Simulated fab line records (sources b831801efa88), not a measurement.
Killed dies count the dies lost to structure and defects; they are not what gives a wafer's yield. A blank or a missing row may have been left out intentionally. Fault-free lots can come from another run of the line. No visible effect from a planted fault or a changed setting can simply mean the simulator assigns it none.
A struck lot beside a sound one ; flow sky130 ; 25 out of 708 route steps
Sound: these wafers, L424.1, L424.3, L424.6. The struck wafers were L418.2, L418.3, L418.5. Last of all comes the cause.
Each step with rows lists, per side, the tool, then ch with its chambers, then its first start. Under that, the readings that differ: sound wafers ; struck wafers ; difference of the means ; sigmas: that difference in standard deviations of wafers without a fault.
alike: readings with means less than 2 such deviations apart, plus words and numbers identical on both sides. not compared: withheld readings, readings lacking a value on some wafer, bounds such as >300 that could conceal the same value, and numbers that have no deviation in the record and whose values overlap.
A row with sigmas, a row that says differs or no value, or rows on one side alone: a step with any of these is where the two part. Non-overlapping numbers with no deviation appear without sigmas and do not part them. Lack of a reading on every wafer of one side parts them only where that side has two or more wafers.

first, 2 steps without rows for these wafers: SKY_VIA3_SPUTTER_20 (material TiN, target thk 20 nm, time 80 s); SKY_VIA3_CVD_21 (deposits W, target thk 390 nm, time 117.31 s).
SKY_VIA3_RS_MEAS_22: measures by four-point-probe.
  sound: film metro-01 at day 44 08:03; struck: film metro-01 at day 42 22:41
  alike: VIA3_W_RS
SKY_VIA3_THK_MEAS_23: measures by xrf.
  sound: film metro-01 at day 44 08:10; struck: film metro-01 at day 42 22:47
  alike: VIA3_W_THK
SKY_VIA3_CMP_24: polishes, stops on SiO2, t overpolish 20 s, target thk 0 nm.
  sound on cmp-02 ch 0,1, day 44 08:14; struck on cmp-01 ch 0,3, day 42 22:50
reading;sound;struck;difference;sigmas
time to endpoint s (s);99 98 97;89 91 93;-7;-2
  alike: motor current A, overpolish run s
then, 2 steps without rows for these wafers: SKY_METAL4_SPUTTER_00 (material Ti, target thk 15 nm, time 10 s); SKY_METAL4_SPUTTER_01 (material TiN, target thk 20 nm, time 16.7 s).
SKY_METAL4_SPUTTER_02: material AlCu, target thk 735 nm, time 39.1 s.
  sound: pvd sputter-02 at day 44 08:35; struck: pvd sputter-04 at day 42 23:11
  alike: cathode dc power W, chamber pressure pa, throttle valve pct
then, 1 step without rows for these wafers: SKY_METAL4_SPUTTER_03 (material Ti, target thk 5 nm, time 3.3 s).
SKY_METAL4_SPUTTER_04: material TiN, target thk 70 nm, time 58.3 s.
  sound: pvd sputter-02 at day 44 08:38; struck: pvd sputter-04 at day 42 23:15
  alike: cathode dc power W, chamber pressure pa, throttle valve pct
SKY_CAP2M_CVD_00: deposits SiO2, target thk 15.5 nm.
  sound on pecvd-04 ch 0,1, day 44 08:41; struck on pecvd-03 ch 0,1,2, day 42 23:18
  alike: heater power w, susceptor temp C
SKY_CAP2M_THK_MEAS_01:
  sound: film metro-04 at day 44 08:43; struck: film metro-01 at day 42 23:20
  alike: CAP2M_CVD_00_THK
SKY_CAP2M_SPUTTER_02: material TiN, target thk 200 nm, time 166.7 s.
  sound: pvd sputter-03 at day 44 08:46; struck: pvd sputter-03 at day 42 23:23
  no value came back on the struck wafers for cathode dc power W (W), chamber pressure pa (Pa), susceptor temp C (C), throttle valve pct (%); on the sound wafers cathode dc power W (W) reads 6498.3 6499.6 6502.3
SKY_CAP2M_RS_MEAS_03: measures by four-point-probe.
  sound: film metro-01 at day 44 08:52; struck: film metro-04 at day 42 23:31
reading;sound;struck;difference;sigmas
CAP2M_TIN_RS (ohm/sq);6.78 6.78 6.81;- - -;no value on the struck wafers;
SKY_CAP2M_THK_MEAS_04: measures by xrf.
  sound: film metro-01 at day 44 08:59; struck: film metro-04 at day 42 23:37
reading;sound;struck;difference;sigmas
CAP2M_TIN_THK (nm);206.2 206.1 205.6;<0.0 <0.0 <0.0;differs;
then, 7 steps without rows for these wafers: SKY_CAP2M_DEHYDRATE_05 (time 60 s); SKY_CAP2M_HMDS_06 (prime time 60 s); SKY_CAP2M_COAT_07 (resist thk 1140 nm); SKY_CAP2M_SOFTBAKE_08 (time 60 s); SKY_CAP2M_EXPOSE_09 (exposes mask CAP2M, target cd 1000 nm); SKY_CAP2M_PEB_10; SKY_CAP2M_DEVELOP_11 (develop time 60 s).
SKY_CAP2M_OVL_MEAS_12:
  sound: overlay-02 at day 45 07:06; struck: overlay-01 at day 43 21:55
  alike: CAP2M_OVL
SKY_CAP2M_METAL_ETCH_13: etches TiN in Cl2/BCl3, stops on SiO2, target depth 220 nm, time 62.9 s.
  sound on rie metal-03 ch 1, day 45 07:08; struck on rie metal-03 ch 0,1, day 43 21:56
reading;sound;struck;difference;sigmas
oes product au (a.u.);0.952 0.948 0.948;0.378 0.377 0.379;-0.571;-87
throttle valve pct (%);21.900 21.895 21.897;22.262 22.255 22.253;+0.359;+44
  alike: bcl3 flow sccm, drypump motor current A
  not compared: rf hours counter h
SKY_CAP2M_STRIP_14: strips in O2/N2.
  sound on plasma asher-01 ch 0,1, day 45 07:13; struck on plasma asher-02 ch 1, day 43 22:01
  alike: drypump motor current A, oes product au, strip time to endpoint s
  not compared: rf hours counter h

WHERE THEY PART
Earliest at SKY_VIA3_CMP_24; latest, in this record, at SKY_CAP2M_METAL_ETCH_13. Later steps at which nothing parts them and some readings are alike: SKY_CAP2M_STRIP_14.

WHY: whatever the simulator had introduced
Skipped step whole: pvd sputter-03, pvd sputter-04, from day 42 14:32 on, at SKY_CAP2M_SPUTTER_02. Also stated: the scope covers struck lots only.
